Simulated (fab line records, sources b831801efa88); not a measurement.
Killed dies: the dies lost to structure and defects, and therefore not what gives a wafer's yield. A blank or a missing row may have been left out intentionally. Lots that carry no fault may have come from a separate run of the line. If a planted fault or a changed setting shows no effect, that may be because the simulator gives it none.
fab line records + flow sky130 + part 2 of 2: steps 30 to 38 of 38
record:
- lots: 5
- wafers: 15
- last_day: 50
route steps=708 shown METAL2@502 VIA2@507 METAL3@532 CAPM@537
lots that met no fault: from a run of the same line without faults
start_h: the number of hours between the record's first day and the start of the first shown wafer of the lot + wait_h: time in hours since the lot's previous step + " as in the row above + L1.1+2: a row that stands for several wafers + - no value, or no start was given + * or withheld: withheld + < > ~ a bound
route shown NAME@n: names a module that has steps shown in the file, with the first one's number in the route + usual: mean/standard deviation of fault-free wafers + same: alike in all rows + chamber/n: place in a boat + sites: each site's reading + _std_site: standard deviation of those values + _edge_site: the outer-site mean with the inner-site mean subtracted + radius_mm: for every site, how far away it sits from the centre of the wafer + mask NAME#n: copy n + behind: tool/chamber where the wafer was last shaped + hold: what put the lot on hold/how long, in hours/how the hold closed + device: names the non-switching transistor (n, p or np) + end of line: the same wafers' tests at the end of the route + a step given without rows: its recipe and nothing more + killed: not the wafer's yield, but the dies lost to structure and defects at the first sort + map: a wafer's dies, x killed, . not, _ none there
set.NAME: setting as actually run; set.NAME@STEP: the setting as run at that earlier step + model.NAME: the simulator's own value behind a step, which no gauge read
a table for each step, a row for each wafer; lots at some steps of the route
services: from which hour (start_h, from the record's first day; less than 0 if before it) a tool's chamber was out of use, for how many hours, and why
== steps ==
step: SKY_VIA2_CMP_24
recipe:
- stop_on: SiO2
- t_overpolish_s: 20
- down_force_psi: 3.5
- platen_rpm: 60
- target_thk_nm: 0
- pad_velocity_m_s: 0.94248
usual:
- motor_current_A: 10.5/0.92
- overpolish_run_s: 20.000/0.009
- time_to_endpoint_s: 101/3.2
| lot.wafer | tool   | chamber | start_h | wait_h | motor_current_A | overpolish_run_s | time_to_endpoint_s |
|-----------|--------|---------|---------|--------|-----------------|------------------|--------------------|
| L076.2    | cmp-01 | 3       | 866.18  | 0.0    | 9.1             | 19.984           | 108                |
| L076.3    | "      | 1       | "       | "      | 11.4            | 19.996           | 101                |
| L076.1    | "      | 2       | "       | "      | 9.8             | 20.012           | 100                |
| L082.1    | cmp-01 | 0       | 920.17  | 0.2    | 11.3            | 19.990           | 103                |
| L082.4    | "      | 1       | "       | "      | 11.1            | 19.991           | 105                |
| L082.6    | "      | 0       | "       | "      | 11.5            | 20.002           | 104                |
| L086.3    | cmp-01 | 2       | 947.93  | 0.1    | 10.0            | 20.004           | 100                |
| L086.2    | "      | 0       | "       | "      | 11.7            | 20.010           | 102                |
| L086.5    | "      | 1       | "       | "      | 11.1            | 19.991           | 101                |
| L087.1    | cmp-02 | 2       | 957.16  | 0.2    | 9.2             | 20.005           | 106                |
| L087.4    | "      | 3       | "       | "      | 11.6            | 19.993           | 102                |
| L087.2    | "      | 1       | "       | "      | 11.2            | 19.984           | 103                |
| L094.2    | cmp-01 | 0       | 1003.47 | 0.1    | 10.9            | 20.008           | 98                 |
| L094.1    | "      | 2       | "       | "      | 9.9             | 19.991           | 103                |
| L094.6    | "      | 3       | "       | "      | 9.5             | 20.010           | 98                 |
step: SKY_METAL3_SPUTTER_00
recipe:
- material: Ti
- target_thk_nm: 15
- power_w: 3000
- time_s: 10
- chamber_pressure_pa: 0.4
usual:
- throttle_valve_pct: 29.9/0.83
| lot.wafer | tool           | chamber | start_h | wait_h | throttle_valve_pct |
|-----------|----------------|---------|---------|--------|--------------------|
| L076.1    | pvd_sputter-02 | -       | 866.48  | 0.1    | 29.7               |
| L076.2    | "              | -       | "       | "      | 29.6               |
| L076.3    | "              | -       | "       | "      | 30.4               |
| L082.1    | pvd_sputter-04 | -       | 920.47  | 0.2    | 32.2               |
| L082.4    | "              | -       | "       | "      | 29.9               |
| L082.6    | "              | -       | "       | "      | 32.0               |
| L086.2    | pvd_sputter-02 | -       | 948.18  | 0.1    | 30.4               |
| L086.3    | "              | -       | "       | "      | 30.6               |
| L086.5    | "              | -       | "       | "      | 30.3               |
| L087.1    | pvd_sputter-01 | -       | 957.46  | 0.2    | 29.6               |
| L087.2    | "              | -       | "       | "      | 29.0               |
| L087.4    | "              | -       | "       | "      | 30.7               |
| L094.1    | pvd_sputter-01 | -       | 1003.72 | 0.1    | 30.6               |
| L094.2    | "              | -       | "       | "      | 29.2               |
| L094.6    | "              | -       | "       | "      | 29.0               |
step: SKY_METAL3_SPUTTER_01
recipe:
- material: TiN
- target_thk_nm: 20
- power_w: 6500
- time_s: 16.7
- chamber_pressure_pa: 0.4
usual:
- throttle_valve_pct: 29.9/0.84
| lot.wafer | tool           | chamber | start_h | wait_h | throttle_valve_pct |
|-----------|----------------|---------|---------|--------|--------------------|
| L076.1    | pvd_sputter-02 | -       | 866.50  | 0.0    | 29.5               |
| L076.2    | "              | -       | "       | "      | 29.7               |
| L076.3    | "              | -       | "       | "      | 30.3               |
| L082.1    | pvd_sputter-04 | -       | 920.49  | 0.0    | 32.1               |
| L082.4    | "              | -       | "       | "      | 30.1               |
| L082.6    | "              | -       | "       | "      | 32.2               |
| L086.2    | pvd_sputter-02 | -       | 948.20  | 0.0    | 30.4               |
| L086.3    | "              | -       | "       | "      | 30.4               |
| L086.5    | "              | -       | "       | "      | 30.2               |
| L087.1    | pvd_sputter-01 | -       | 957.48  | 0.0    | 29.9               |
| L087.2    | "              | -       | "       | "      | 28.9               |
| L087.4    | "              | -       | "       | "      | 30.6               |
| L094.1    | pvd_sputter-01 | -       | 1003.74 | 0.0    | 30.5               |
| L094.2    | "              | -       | "       | "      | 29.0               |
| L094.6    | "              | -       | "       | "      | 29.5               |
step: SKY_METAL3_SPUTTER_02
recipe:
- material: AlCu
- target_thk_nm: 735
- power_w: 10600
- time_s: 39.1
- chamber_pressure_pa: 0.4
usual:
- throttle_valve_pct: 29.9/0.85
| lot.wafer | tool           | chamber | start_h | wait_h | throttle_valve_pct |
|-----------|----------------|---------|---------|--------|--------------------|
| L076.1    | pvd_sputter-02 | -       | 866.53  | 0.0    | 29.8               |
| L076.2    | "              | -       | "       | "      | 29.7               |
| L076.3    | "              | -       | "       | "      | 30.2               |
| L082.1    | pvd_sputter-04 | -       | 920.51  | 0.0    | 32.2               |
| L082.4    | "              | -       | "       | "      | 30.0               |
| L082.6    | "              | -       | "       | "      | 32.2               |
| L086.2    | pvd_sputter-02 | -       | 948.23  | 0.0    | 30.4               |
| L086.3    | "              | -       | "       | "      | 30.3               |
| L086.5    | "              | -       | "       | "      | 30.4               |
| L087.1    | pvd_sputter-01 | -       | 957.51  | 0.0    | 29.6               |
| L087.2    | "              | -       | "       | "      | 28.7               |
| L087.4    | "              | -       | "       | "      | 30.4               |
| L094.1    | pvd_sputter-01 | -       | 1003.77 | 0.0    | 30.4               |
| L094.2    | "              | -       | "       | "      | 29.1               |
| L094.6    | "              | -       | "       | "      | 28.9               |
step: SKY_METAL3_SPUTTER_03
recipe:
- material: Ti
- target_thk_nm: 5
- power_w: 3000
- time_s: 3.3
- chamber_pressure_pa: 0.4
usual:
- throttle_valve_pct: 29.8/0.83
| lot.wafer | tool           | chamber | start_h | wait_h | throttle_valve_pct |
|-----------|----------------|---------|---------|--------|--------------------|
| L076.1    | pvd_sputter-02 | -       | 866.57  | 0.0    | 29.7               |
| L076.2    | "              | -       | "       | "      | 29.7               |
| L076.3    | "              | -       | "       | "      | 30.3               |
| L082.1    | pvd_sputter-04 | -       | 920.55  | 0.0    | 32.0               |
| L082.4    | "              | -       | "       | "      | 29.9               |
| L082.6    | "              | -       | "       | "      | 32.1               |
| L086.2    | pvd_sputter-02 | -       | 948.27  | 0.0    | 30.3               |
| L086.3    | "              | -       | "       | "      | 30.2               |
| L086.5    | "              | -       | "       | "      | 30.4               |
| L087.1    | pvd_sputter-01 | -       | 957.55  | 0.0    | 29.6               |
| L087.2    | "              | -       | "       | "      | 28.7               |
| L087.4    | "              | -       | "       | "      | 30.4               |
| L094.1    | pvd_sputter-01 | -       | 1003.80 | 0.0    | 30.3               |
| L094.2    | "              | -       | "       | "      | 29.0               |
| L094.6    | "              | -       | "       | "      | 29.2               |
step: SKY_METAL3_SPUTTER_04
recipe:
- material: TiN
- target_thk_nm: 70
- power_w: 6500
- time_s: 58.3
- chamber_pressure_pa: 0.4
usual:
- throttle_valve_pct: 29.8/0.83
| lot.wafer | tool           | chamber | start_h | wait_h | throttle_valve_pct |
|-----------|----------------|---------|---------|--------|--------------------|
| L076.1    | pvd_sputter-02 | -       | 866.59  | 0.0    | 29.8               |
| L076.2    | "              | -       | "       | "      | 29.6               |
| L076.3    | "              | -       | "       | "      | 30.6               |
| L082.1    | pvd_sputter-04 | -       | 920.57  | 0.0    | 32.1               |
| L082.4    | "              | -       | "       | "      | 29.9               |
| L082.6    | "              | -       | "       | "      | 32.0               |
| L086.2    | pvd_sputter-02 | -       | 948.29  | 0.0    | 30.2               |
| L086.3    | "              | -       | "       | "      | 30.4               |
| L086.5    | "              | -       | "       | "      | 30.3               |
| L087.1    | pvd_sputter-01 | -       | 957.57  | 0.0    | 29.6               |
| L087.2    | "              | -       | "       | "      | 28.6               |
| L087.4    | "              | -       | "       | "      | 30.1               |
| L094.1    | pvd_sputter-01 | -       | 1003.82 | 0.0    | 30.5               |
| L094.2    | "              | -       | "       | "      | 28.8               |
| L094.6    | "              | -       | "       | "      | 29.0               |
step: SKY_CAPM_CVD_00
recipe:
- material: SiO2
- target_thk_nm: 15.5
- temp_c: 400
- time_s: withheld
- rf_w: 450
usual:
- heater_power_w: 748/68
| lot.wafer | tool     | chamber | start_h | wait_h | heater_power_w |
|-----------|----------|---------|---------|--------|----------------|
| L076.1    | pecvd-03 | 2       | 866.64  | 0.0    | 639            |
| L076.2    | "        | 1       | "       | "      | 741            |
| L076.3    | "        | 0       | "       | "      | 733            |
| L082.1    | pecvd-04 | 0       | 920.62  | 0.0    | 820            |
| L082.4    | "        | 1       | "       | "      | 796            |
| L082.6    | "        | 2       | "       | "      | 822            |
| L086.2    | pecvd-04 | 0       | 948.33  | 0.0    | 849            |
| L086.3    | "        | 1       | "       | "      | 820            |
| L086.5    | "        | 2       | "       | "      | 808            |
| L087.1    | pecvd-02 | 0       | 957.61  | 0.0    | 684            |
| L087.2    | "        | 1       | "       | "      | 698            |
| L087.4    | "        | 1       | "       | "      | 680            |
| L094.1    | pecvd-02 | 1       | 1003.87 | 0.0    | 756            |
| L094.2    | "        | 2       | "       | "      | 724            |
| L094.6    | "        | 1       | "       | "      | 753            |
step: SKY_CAPM_THK_MEAS_01
recipe:
- reads: SiO2_of_CAPM_CVD_00
usual:
- CAPM_CVD_00_THK: 15.50/0.21
| lot.wafer | tool          | chamber | start_h | wait_h | CAPM_CVD_00_THK[nm] |
|-----------|---------------|---------|---------|--------|---------------------|
| L076.1    | film_metro-03 | -       | 866.66  | -      | 14.97               |
| L076.2    | "             | -       | "       | "      | 15.29               |
| L076.3    | "             | -       | "       | "      | 15.32               |
| L082.1    | film_metro-03 | -       | 920.64  | -      | 15.27               |
| L082.4    | "             | -       | "       | "      | 15.74               |
| L082.6    | "             | -       | "       | "      | 15.75               |
| L086.2    | film_metro-04 | -       | 948.37  | -      | 15.05               |
| L086.3    | "             | -       | "       | "      | 15.12               |
| L086.5    | "             | -       | "       | "      | 15.55               |
| L087.1    | film_metro-01 | -       | 957.64  | -      | 15.71               |
| L087.2    | "             | -       | "       | "      | 15.71               |
| L087.4    | "             | -       | "       | "      | 15.66               |
| L094.1    | film_metro-04 | -       | 1003.90 | -      | 15.20               |
| L094.2    | "             | -       | "       | "      | 15.38               |
| L094.6    | "             | -       | "       | "      | 15.38               |
step: SKY_CAPM_SPUTTER_02
recipe:
- material: TiN
- target_thk_nm: 200
- temp_c: 300
- power_w: 6500
- time_s: 166.7
- chamber_pressure_pa: 0.4
usual:
- substrate_temp_c: 300.03/0.19
- throttle_valve_pct: 29.6/0.67
| lot.wafer | tool           | chamber | start_h | wait_h | substrate_temp_c | throttle_valve_pct |
|-----------|----------------|---------|---------|--------|------------------|--------------------|
| L076.1    | pvd_sputter-01 | -       | 866.72  | 0.1    | 299.90           | 28.7               |
| L076.2    | "              | -       | "       | "      | 300.17           | 29.4               |
| L076.3    | "              | -       | "       | "      | 300.03           | 29.2               |
| L082.1    | pvd_sputter-02 | -       | 920.70  | 0.1    | 300.26           | 30.3               |
| L082.4    | "              | -       | "       | "      | 299.82           | 30.2               |
| L082.6    | "              | -       | "       | "      | 299.88           | 29.6               |
| L086.2    | pvd_sputter-01 | -       | 948.42  | 0.0    | 299.94           | 29.5               |
| L086.3    | "              | -       | "       | "      | 300.00           | 28.9               |
| L086.5    | "              | -       | "       | "      | 300.01           | 29.0               |
| L087.1    | pvd_sputter-02 | -       | 957.70  | 0.1    | 300.07           | 29.5               |
| L087.2    | "              | -       | "       | "      | 299.89           | 30.2               |
| L087.4    | "              | -       | "       | "      | 300.31           | 30.0               |
| L094.1    | pvd_sputter-03 | -       | 1003.96 | 0.1    | 300.28           | 29.0               |
| L094.2    | "              | -       | "       | "      | 300.12           | 29.7               |
| L094.6    | "              | -       | "       | "      | 299.68           | 29.8               |
== services ==
| tool            | chamber | start_h | hours | kind   |
|-----------------|---------|---------|-------|--------|
| wet_bench-03    | -       | 820.16  | 22.7  | pm     |
| wet_bench-02    | -       | 827.59  | 1.9   | pm     |
| pvd_sputter-02  | -       | 844.33  | 19.4  | repair |
| pvd_sputter-04  | -       | 845.46  | 28.6  | repair |
| rie_diel-01     | -       | 845.61  | 15.4  | repair |
| pvd_sputter-01  | -       | 850.76  | 3.4   | repair |
| pvd_sputter-04  | -       | 851.05  | 4.3   | repair |
| pvd_sputter-02  | -       | 854.44  | 0.8   | repair |
| plasma_asher-03 | -       | 854.49  | 0.5   | repair |
| cmp-02          | -       | 860.85  | 1.1   | repair |
| wet_bench-01    | -       | 872.13  | 1.9   | pm     |
| cmp-02          | -       | 884.59  | 10.6  | pm     |
| rie_diel-01     | 3       | 891.22  | 4.3   | repair |
| cvd_w-01        | 1       | 905.00  | 2.7   | repair |
| wet_bench-01    | -       | 911.57  | 4.4   | pm     |
| cmp-01          | -       | 912.37  | 4.0   | pm     |
| cmp-01          | -       | 931.09  | 4.1   | pm     |
| pvd_sputter-04  | -       | 945.47  | 49.1  | repair |
| rie_diel-01     | 3       | 947.52  | 70.4  | repair |
| cvd_w-01        | 1       | 953.36  | 3.8   | repair |
| pvd_sputter-04  | -       | 965.70  | 6.0   | repair |
| rie_diel-01     | 0       | 976.53  | 17.7  | repair |
| cvd_w-01        | -       | 982.60  | 1.0   | repair |
| pvd_sputter-01  | -       | 983.36  | 9.2   | repair |
